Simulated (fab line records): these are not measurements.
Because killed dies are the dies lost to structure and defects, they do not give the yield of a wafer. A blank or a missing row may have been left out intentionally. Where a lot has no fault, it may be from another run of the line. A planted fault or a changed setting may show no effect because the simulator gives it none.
Which tool is to blame? -- flow gf180mcu -- 36 wafers from 12 lots sampled at 5 of the route's 602 steps

== WHAT EACH GAUGE READ, for each wafer ==
GF_M1_CD_MEAS_14: target cd 230 nm.
lot,measured,on,cd_nm (nm)
L106,day 17 03:52,cd_sem-01,231.5 230.3 231.6
L107,day 17 17:36,cd_sem-02,230.0 228.9 230.2
L109,day 18 10:30,cd_sem-02,232.3 231.1 231.4
L110,day 18 19:43,cd_sem-01,228.4 228.7 229.8
L112,day 19 15:56,cd_sem-01,229.6 229.4 228.9
L113,day 19 20:39,cd_sem-02,229.3 228.9 228.5
L114,day 20 01:05,cd_sem-02,228.3 230.8 230.3
L118,day 21 13:37,cd_sem-02,231.1 170.0 170.2 230.7 170.5 170.3
L120,day 22 07:11,cd_sem-02,166.5 166.8 168.1 166.7 166.9 167.4
L121,day 22 15:10,cd_sem-01,229.3 168.6 169.5 229.3 168.6 169.1
L127,day 24 11:21,cd_sem-01,230.4 229.1 230.3
L129,day 25 11:28,cd_sem-01,230.2 230.6 229.4

GF_V2_CD_MEAS_14: target cd 260 nm.
lot,measured,on,cd_nm (nm)
L106,day 20 06:39,cd_sem-01,259.1 259.8 258.8
L107,day 20 22:00,cd_sem-01,260.0 259.3 260.3
L109,day 21 15:42,cd_sem-02,260.8 261.1 261.2
L110,day 22 00:58,cd_sem-01,261.4 261.9 260.9
L112,day 22 19:53,cd_sem-02,262.1 261.7 262.4
L113,day 23 01:06,cd_sem-01,260.9 261.0 261.6
L114,day 23 06:40,cd_sem-02,260.5 260.8 260.1
L118,day 24 15:00,cd_sem-01,258.4
L121,day 25 14:15,cd_sem-01,258.6
L127,day 27 07:45,cd_sem-01,259.7 260.0 259.5
L129,day 28 06:28,cd_sem-02,261.2 260.7 262.6

GF_V4_THK_MEAS_01.
lot,measured,on,V4_CVD_00_THK (nm)
L106,day 23 11:23,film_metro-04,601 613 599
L107,day 24 01:25,film_metro-04,599 600 605
L109,day 24 18:38,film_metro-02,590 595 597
L110,day 25 01:56,film_metro-01,596 598 598
L112,day 25 20:09,film_metro-02,609 620 610
L113,day 26 01:13,film_metro-02,606 604 617
L114,day 26 04:53,film_metro-02,601 605 602
L118,day 27 10:37,film_metro-02,592
L121,day 28 09:22,film_metro-04,593
L127,day 29 23:57,film_metro-04,591 604 590
L129,day 30 21:17,film_metro-01,600 597 592

== WHAT TOOL EACH LOT RAN ON (gives the tool, then ch and the chambers of the sampled wafers, and finally the start) ==
lot,GF_POLY_GATE_ETCH_13,GF_M1_EXPOSE_11
L106,"rie_si-01 ch 0,1,2, day 9 07:43","krf_scanner-02 ch 0, day 16 16:40"
L107,"rie_si-02 ch 2,3, day 9 16:47","krf_scanner-02 ch 0, day 17 05:42"
L109,"rie_si-02 ch 0,2, day 10 05:55","krf_scanner-02 ch 0, day 17 22:52"
L110,"rie_si-02 ch 1,2,3, day 10 12:49","krf_scanner-02 ch 0, day 18 07:18"
L112,"rie_si-01 ch 0,1, day 11 02:17","krf_scanner-01 ch 0, day 19 03:30"
L113,"rie_si-01 ch 1,2,3, day 11 07:47","krf_scanner-01 ch 0, day 19 08:31"
L114,"rie_si-02 ch 2,3, day 11 11:22","krf_scanner-01 ch 0, day 19 13:25"
L118,"rie_si-02 ch 0,1,2, day 12 18:38","krf_scanner-02 ch 0, day 21 02:13"
L120,"rie_si-01 ch 0,1,3, day 13 08:36","krf_scanner-02 ch 0, day 21 20:06"
L121,"rie_si-01 ch 1,2,3, day 13 14:50","krf_scanner-02 ch 0, day 22 04:03"
L127,"rie_si-01 ch 1,2,3, day 15 08:16","krf_scanner-01 ch 0, day 24 01:05"
L129,"rie_si-02 ch 1,2, day 16 08:40","krf_scanner-01 ch 0, day 25 01:10"
- GF_POLY_GATE_ETCH_13: etches poly-Si in HBr/Cl2, stops on SiO2, target depth 198.5 nm, time 69.6 s.
- GF_M1_EXPOSE_11: exposes mask Metal1, target cd 230 nm.

== AS READ BY THE TOOLS THEMSELVES (means over the sampled wafers that have a number; for cases with no such wafer, the mark the record gives instead) ==
GF_POLY_GATE_ETCH_13.
lot,tool,drypump_motor_current_A (A),oes_product_au (a.u.),throttle_valve_pct (%)
L106,rie_si-01,5.8,0.996,33.694
L107,rie_si-02,5.8,0.986,33.690
L109,rie_si-02,5.3,0.998,33.683
L110,rie_si-02,5.7,0.993,33.681
L112,rie_si-01,6.2,1.002,33.682
L113,rie_si-01,5.6,0.982,33.692
L114,rie_si-02,5.7,0.994,33.687
L118,rie_si-02,5.4,0.999,33.681
L120,rie_si-01,5.8,0.990,33.686
L121,rie_si-01,5.5,1.005,33.687
L127,rie_si-01,5.6,0.991,33.678
L129,rie_si-02,5.6,0.985,33.692

GF_M1_EXPOSE_11.
lot,tool,focus_offset_nm (nm)
L106,krf_scanner-02,-0.2
L107,krf_scanner-02,-0.1
L109,krf_scanner-02,0.0
L110,krf_scanner-02,-0.8
L112,krf_scanner-01,0.5
L113,krf_scanner-01,0.7
L114,krf_scanner-01,0.2
L118,krf_scanner-02,0.0
L120,krf_scanner-02,-0.6
L121,krf_scanner-02,-1.0
L127,krf_scanner-01,-0.1
L129,krf_scanner-01,-0.1

== THE ANSWER, worked out from the rows above alone ==
Rule: usual is defined by the lots themselves. The widest of any qualifying gaps counts: lots, ordered by their means at a reading, are off when they make up no more than a third of the lots, leave a main group of 4 or more, and stand apart from it by 3 or more times the standard deviation of that group's means. If all means in a main group match to the digits the tables above print for the reading, that group is not used. A lot without any number at a reading at which 4 lots or more have one is off too. Any other lot the step has rows for is counted as sound. First the gauges in route order, then the tools' own readings, where a lot's mean is used as printed above. At the first step where some lot is off, the reading lying furthest off is the one used; lots without a number count as furthest.
Off: L118, L120, L121, at GF_M1_CD_MEAS_14 (cd_nm). The main group has a mean of 229.9 nm with a standard deviation of 0.86.
If a tool, at a process step before that reading, ran all the lots that are off and no sound lot after the first of them, it fits. Those tools and the gauges at GF_M1_CD_MEAS_14 are tried in the same way. One fits: GF_M1_EXPOSE_11 on krf_scanner-02. A fault onset in the window from L110 (day 18 07:18, its last sound lot) to L118 (day 21 02:13, its first lot off) fits.

== WHAT THE SIMULATOR PUT IN ==
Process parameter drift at GF_M1_EXPOSE_11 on krf_scanner-02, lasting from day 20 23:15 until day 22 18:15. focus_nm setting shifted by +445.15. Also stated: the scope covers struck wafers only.
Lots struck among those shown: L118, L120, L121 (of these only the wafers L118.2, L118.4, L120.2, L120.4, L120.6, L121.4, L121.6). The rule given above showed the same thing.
